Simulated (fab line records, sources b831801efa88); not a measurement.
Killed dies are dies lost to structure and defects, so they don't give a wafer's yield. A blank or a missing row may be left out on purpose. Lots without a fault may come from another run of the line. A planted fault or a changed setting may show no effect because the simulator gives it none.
Which tool did it? | flow sky130 | 11 lots, 33 wafers sampled, at 3 steps of a route of 708

WHAT THE GAUGES READ, wafer by wafer
SKY_SONOS_ONO_THK_MEAS_01.
lot  | measured     | on            | SONOS_ONO_OXIDATION_THK (nm)
L674 | day 11 07:44 | film_metro-03 | 2.60 2.60 2.55
L677 | day 12 08:59 | film_metro-03 | 2.56 2.57 2.63
L676 | day 12 11:01 | film_metro-03 | 2.63 2.58 2.59
L678 | day 12 19:07 | film_metro-02 | 2.61 2.59 2.66
L682 | day 13 23:22 | film_metro-02 | 2.14 2.19 2.15
L683 | day 14 07:09 | film_metro-01 | 2.12 2.10 2.06
L691 | day 16 23:23 | film_metro-02 | 2.62 2.62 2.67
L694 | day 17 14:11 | film_metro-03 | 2.57 2.47 2.49
L695 | day 17 20:31 | film_metro-02 | 2.51 2.51 2.56
L696 | day 18 06:00 | film_metro-01 | 2.67 2.63 2.66
L697 | day 18 21:25 | film_metro-01 | 2.62 2.69 2.62

WHICH TOOL RAN EACH LOT (tool, then ch and the chambers of the sampled wafers, then the start)
lot  | SKY_PWDE_STRIP_09                   | SKY_SONOS_ONO_OXIDATION_00
L674 | plasma_asher-02 ch 0,1, day 3 20:47 | furnace-02 ch 0, day 11 06:23
L677 | plasma_asher-03 ch 0,1, day 4 14:20 | furnace-02 ch 0, day 12 07:38
L676 | plasma_asher-01 ch 0,1, day 4 14:41 | furnace-01 ch 0, day 12 09:40
L678 | plasma_asher-02 ch 0,1, day 4 17:11 | furnace-01 ch 0, day 12 17:47
L682 | plasma_asher-02 ch 0, day 5 17:47   | furnace-01 ch 0, day 13 22:01
L683 | plasma_asher-01 ch 1, day 5 22:26   | furnace-01 ch 0, day 14 05:49
L691 | plasma_asher-01 ch 0,1, day 7 22:38 | furnace-02 ch 0, day 16 22:02
L694 | plasma_asher-01 ch 0,1, day 8 12:49 | furnace-02 ch 0, day 17 12:51
L695 | plasma_asher-02 ch 0,1, day 8 17:05 | furnace-02 ch 0, day 17 19:10
L696 | plasma_asher-01 ch 0,1, day 8 23:41 | furnace-01 ch 0, day 18 04:39
L697 | plasma_asher-02 ch 0,1, day 9 09:11 | furnace-01 ch 0, day 18 20:02
- SKY_PWDE_STRIP_09: strips in O2/N2.
- SKY_SONOS_ONO_OXIDATION_00: stabilise 600 s, purge 300 s, target thk 2.6 nm.

THE ANSWER, worked out from the rows above alone
Rule: what is usual is taken from the lots themselves. Put in order of their means at a reading, lots are off if they are a third of the lots or fewer, leave a main group of 4 or more, and stand apart from it by a gap of 3 or more times the standard deviation of the main group's means; of several such gaps the widest counts. A main group whose means are all the same, to the digits that the tables above print for the reading, isn't used. A lot without any number at a reading at which 4 lots or more have one is off too. The other lots that the step has rows for count as sound.
Off: L682, L683, at SKY_SONOS_ONO_THK_MEAS_01 (SONOS_ONO_OXIDATION_THK). The main group: mean 2.60 nm, standard deviation 0.047.
A tool fits if, at a process step before that reading, it ran every lot that is off, and no sound lot after the first of them. The gauges at SKY_SONOS_ONO_THK_MEAS_01 are tried like those tools. None of those tried fits.

WHAT THE SIMULATOR HAD PUT IN
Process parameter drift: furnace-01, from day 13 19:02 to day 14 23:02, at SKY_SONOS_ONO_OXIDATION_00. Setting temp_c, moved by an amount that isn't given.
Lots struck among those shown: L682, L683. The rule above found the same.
